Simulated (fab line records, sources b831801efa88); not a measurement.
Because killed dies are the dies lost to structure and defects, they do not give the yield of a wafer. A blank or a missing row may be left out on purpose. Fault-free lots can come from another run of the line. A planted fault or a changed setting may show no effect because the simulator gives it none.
Which tool did it?	flow sky130	6 lots, 18 wafers sampled, at 3 steps of a route of 708

## WHAT THE GAUGES SHOWED, per wafer
SKY_SD_N_RS_MEAS_18: the measuring method here is four-point-probe.
lot	measured	on	RES_XHIGH_RS (ohm/sq)
L967	day 28 16:02	filmMetro-01	334.1 333.8 333.5
L971	day 29 22:42	filmMetro-03	332.3 331.8 332.7
L973	day 30 19:32	filmMetro-03	335.1 336.5 335.3
L976	day 31 17:10	filmMetro-04	330.8 332.5 333.3
L982	day 33 13:47	filmMetro-01	307.7 307.2 307.4
L988	day 36 05:18	filmMetro-03	334.3 333.9 333.3

## WHAT TOOL EACH LOT RAN ON (gives the tool, then ch and the chambers of the sampled wafers, and finally the start)
lot	SKY_RES_XHIGH_SOFTBAKE_03	SKY_RES_XHIGH_IMPLANT_07
L967	lithoTrack-03 ch 0, day 26 19:30	implanter-01 ch 0, day 27 10:24
L971	lithoTrack-03 ch 0, day 28 02:38	implanter-03 ch 0, day 28 16:56
L973	lithoTrack-02 ch 0, day 29 00:27	implanter-04 ch 0, day 29 14:48
L976	lithoTrack-01 ch 0, day 29 22:55	implanter-03 ch 0, day 30 12:42
L982	lithoTrack-01 ch 0, day 31 20:01	implanter-03 ch 0, day 32 09:12
L988	lithoTrack-03 ch 0, day 34 14:05	implanter-01 ch 0, day 35 02:35
- SKY_RES_XHIGH_SOFTBAKE_03: time 61.26 s.
- SKY_RES_XHIGH_IMPLANT_07

## THE ANSWER, worked out from the rows above alone
Rule: what is usual is taken from the lots themselves. Put in order of their means at a reading, lots are off if they are a third of the lots or fewer, leave a main group of 4 or more, and stand apart from it by a gap of 3 or more times the standard deviation of the main group's means; of several such gaps the widest counts. A main group whose means are all the same, to the digits that the tables above print for the reading, isn't used. Also off: a lot with no number at a reading for which 4 or more lots have one. The other lots that the step has rows for count as sound.
Off: L982, seen at SKY_SD_N_RS_MEAS_18 (RES_XHIGH_RS). Mean 333.5 ohm/sq and standard deviation 1.3 in the main group.
If a tool, at a process step before that reading, ran all the lots that are off and no sound lot after the first of them, it fits. Gauges at SKY_SD_N_RS_MEAS_18: tried the same way as those tools. Can't be told from this: 3 tools fit, lithoTrack-01 at SKY_RES_XHIGH_SOFTBAKE_03, implanter-03 at SKY_RES_XHIGH_IMPLANT_07, filmMetro-01 at SKY_SD_N_RS_MEAS_18.

## WHAT HAD BEEN PUT IN BY THE SIMULATOR
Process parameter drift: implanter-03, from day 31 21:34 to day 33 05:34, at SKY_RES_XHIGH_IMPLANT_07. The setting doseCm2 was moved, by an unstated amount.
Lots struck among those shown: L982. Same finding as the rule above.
